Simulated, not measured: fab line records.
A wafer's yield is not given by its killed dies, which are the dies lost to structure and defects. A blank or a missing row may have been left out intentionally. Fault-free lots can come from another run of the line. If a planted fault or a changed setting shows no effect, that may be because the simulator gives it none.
Comparing a struck lot with a sound one -- flow sfqLine -- 41 steps out of a route of 325
Sound: wafers L831.2, L831.3, L831.4. Wafers struck: L838.2, L838.4, L838.5. The cause is named last.
At each step with rows: each side's tool, then ch and its chambers, then its first start. Under that, the readings that differ: sound wafers -- struck wafers -- difference of the means -- sigmas: that difference in standard deviations of wafers without a fault.
alike: words and numbers the same on both sides, and readings whose means are apart by under 2 such deviations; not compared: readings that were withheld, readings missing a value for some wafer, numbers with overlapping values and no deviation given by the record, and bounds like >300 which may hide the same value.
Wherever a step has rows on one side only, a row that says differs or no value, or a row with sigmas, the two part there. Numbers that don't overlap but have no deviation are shown without sigmas and don't part them. A reading missing from all wafers of one side parts the sides only when that side holds two or more wafers.

first, 6 steps without rows for these wafers: SFQ_TRILAYER_M7_LITHO_COAT_182 (resist thk 62 nm); SFQ_TRILAYER_M7_LITHO_COAT_177 (resist thk 600 nm); SFQ_TRILAYER_M7_LITHO_SOFTBAKE_181; SFQ_TRILAYER_M7_LITHO_EXPOSE_178 (exposes mask M7, target cd 500 nm); SFQ_TRILAYER_M7_LITHO_PEB_180 (peb time 60 s); SFQ_TRILAYER_M7_LITHO_DEVELOP_179 (time 60 s).
SFQ_M7_OVL_MEAS_945:
  struck on overlay-02, day 81 09:27; sound on overlay-02, day 77 05:32
  alike: M7_OVL
SFQ_TRILAYER_M7_BARC_OPEN_METAL_ETCH_229: etches BARC in O2, target depth 125 nm, time 41.7 s.
  sound on rieMetal-04 ch 0,1, day 77 05:34; struck on rieMetal-04 ch 1, day 81 09:30
  alike: drypumpMotorCurrentA, oesProductAu
  not compared: rfHoursCounterH
then, 1 step without rows for these wafers: SFQ_TRILAYER_M7_ETCH_METAL_ETCH_180 (etches Nb in Cl2/Ar, stops on SiO2, target depth 240 nm, time 120 s).
SFQ_TRILAYER_M7_STRIP_STRIP_181: strips in O2.
  sound on rieMetal-04 ch 0,1, day 77 05:44; struck on rieMetal-04 ch 1, day 81 10:03
  alike: drypumpMotorCurrentA, oesProductAu
  not compared: rfHoursCounterH
then, 1 step without rows for these wafers: SFQ_TRILAYER_M7_STRIP_SOLV_CLEAN_182 (cleans in NMP, time 600 s).
SFQ_TRILAYER_I7_DEP_PECVD_183: deposits SiO2 from SiH4/N2O, time 111.11 s, target thk 500 nm.
  sound on pecvd-03 ch 0,2, day 77 06:31; struck on pecvd-03 ch 0,1,2, day 81 11:14
  alike: heaterPowerW, throttleValvePct
SFQ_TRILAYER_I7_CMP_CMP_184: polishes SiO2.
  sound on cmp-02 ch 1,2,3, day 77 06:50; struck on cmp-01 ch 1,3, day 81 11:32
  no value came back on the struck wafers for any of 5 readings (edgeZonePressureFrac, headPressurePsi (psi) and others); on the sound wafers edgeZonePressureFrac reads 1.003 1.007 1.002
reading,sound,struck,difference,sigmas
model.SiO2_of_TRILAYER_I7_DEP_PECVD_183.thkNm (nm),201.3 201.4 199.4,496.2 493.4 496.6,+294.7,
SFQ_I7_BOW_MEAS_946:
  struck on filmMetro-04, day 81 14:34; sound on filmMetro-03, day 77 09:52
  alike: I7_BOW
SFQ_TRILAYER_I7_METRO_MEASURE_185:
  struck on filmMetro-04, day 81 14:52; sound on filmMetro-03, day 77 10:10
reading,sound,struck,difference,sigmas
thkNm (nm),201.2 201.5 199.2,496.5 493.5 496.3,+294.8,+99 or more
then, 6 steps without rows for these wafers: SFQ_TRILAYER_I7_VIA_LITHO_COAT_192 (resist thk 62 nm); SFQ_TRILAYER_I7_VIA_LITHO_COAT_187 (resist thk 650 nm); SFQ_TRILAYER_I7_VIA_LITHO_SOFTBAKE_191; SFQ_TRILAYER_I7_VIA_LITHO_EXPOSE_188 (exposes mask I7, target cd 1000 nm); SFQ_TRILAYER_I7_VIA_LITHO_PEB_190 (peb time 60 s); SFQ_TRILAYER_I7_VIA_LITHO_DEVELOP_189 (time 60 s).
-- the record jumps here: 3 days lie between the struck wafers' starts before and after --
SFQ_I7_OVL_MEAS_947:
  struck on overlay-02, day 85 01:10; sound on overlay-01, day 80 23:04
  alike: I7_OVL
SFQ_TRILAYER_I7_VIA_BARC_OPEN_VIA_ETCH_260: etches BARC in O2, target depth 125 nm, time 41.7 s.
  sound on rieDiel-04 ch 0,2,3, day 80 23:06; struck on rieDiel-04 ch 0,2,3, day 85 01:11
  alike: drypumpMotorCurrentA, oesProductAu
  not compared: rfHoursCounterH
SFQ_TRILAYER_I7_VIA_ETCH_VIA_ETCH_190: etches SiO2 in CHF3, stops on Nb, target depth 260 nm.
  sound on rieDiel-04 ch 0,2,3, day 80 23:08; struck on rieDiel-04 ch 0,2,3, day 85 01:13
reading,sound,struck,difference,sigmas
oesProductAu (a.u.),0.866 0.857 0.849,1.621 1.660 1.648,+0.786,+99 or more
model.I7.featureDepthNm (nm),201.3 201.4 199.4,259.9 266.4 265.3,+63.2,
model.etch.depthNm (nm),201.3 201.4 199.4,259.9 266.4 265.3,+63.2,
  alike: drypumpMotorCurrentA
SFQ_TRILAYER_I7_VIA_STRIP_STRIP_191: strips in O2.
  sound on rieMetal-04 ch 1, day 80 23:27; struck on rieMetal-02 ch 0,1, day 85 01:20
  alike: drypumpMotorCurrentA, oesProductAu
  not compared: rfHoursCounterH
then, 8 steps without rows for these wafers: SFQ_TRILAYER_I7_VIA_STRIP_SOLV_CLEAN_192 (cleans in NMP, time 600 s); SFQ_TRILAYER_M8_LITHO_LOR_COAT_197; SFQ_TRILAYER_M8_LITHO_LOR_BAKE_198; SFQ_TRILAYER_M8_LITHO_COAT_193 (resist thk 600 nm); SFQ_TRILAYER_M8_LITHO_SOFTBAKE_199; SFQ_TRILAYER_M8_LITHO_EXPOSE_194 (exposes mask M8, target cd 2000 nm); SFQ_TRILAYER_M8_LITHO_PEB_196 (peb time 60 s); SFQ_TRILAYER_M8_LITHO_DEVELOP_195 (img clear 15 s, time 55 s).
SFQ_M8_OVL_MEAS_948:
  struck on overlay-02, day 85 05:07; sound on overlay-01, day 81 03:33
reading,sound,struck,difference,sigmas
M8_OVL (nm),5 7 0,-7 -8 -5,-11,-2
then, 3 steps without rows for these wafers: SFQ_TRILAYER_M8_DEP_EVAP_197 (material Ti, target thk 20 nm, time 100 s); SFQ_TRILAYER_M8_DEP_EVAP_198 (material Pt, target thk 50 nm, time 250 s); SFQ_TRILAYER_M8_DEP_EVAP_196 (material Au, target thk 180 nm, time 900 s).
SFQ_M8_RS_MEAS_949: measures by four-point-probe.
  struck on filmMetro-03, day 85 05:55; sound on filmMetro-04, day 81 04:21
  alike: M8_AU_RS
SFQ_M8_THK_MEAS_950: measures by xrf.
  struck on filmMetro-03, day 85 06:01; sound on filmMetro-04, day 81 04:28
  alike: M8_AU_THK
then, 1 step without rows for these wafers: SFQ_TRILAYER_M8_LIFTOFF_LIFTOFF_197 (chemistry NMP, time 600 s).
SFQ_M8_BOW_MEAS_951:
  struck on filmMetro-04, day 85 06:16; sound on filmMetro-01, day 81 04:43
reading,sound,struck,difference,sigmas
model.etest.i7.linkOhm,1.037 1.058 1.043,1e+06 1e+06 1e+06,+1e+06,
  alike: M8_BOW

## WHERE THEY PART
First at SFQ_TRILAYER_I7_CMP_CMP_184; last, within this record, at SFQ_M8_OVL_MEAS_948. Later steps at which nothing parts them and some readings are alike: SFQ_M8_RS_MEAS_949, SFQ_M8_THK_MEAS_950, SFQ_M8_BOW_MEAS_951.

WHY: what had been put in by the simulator
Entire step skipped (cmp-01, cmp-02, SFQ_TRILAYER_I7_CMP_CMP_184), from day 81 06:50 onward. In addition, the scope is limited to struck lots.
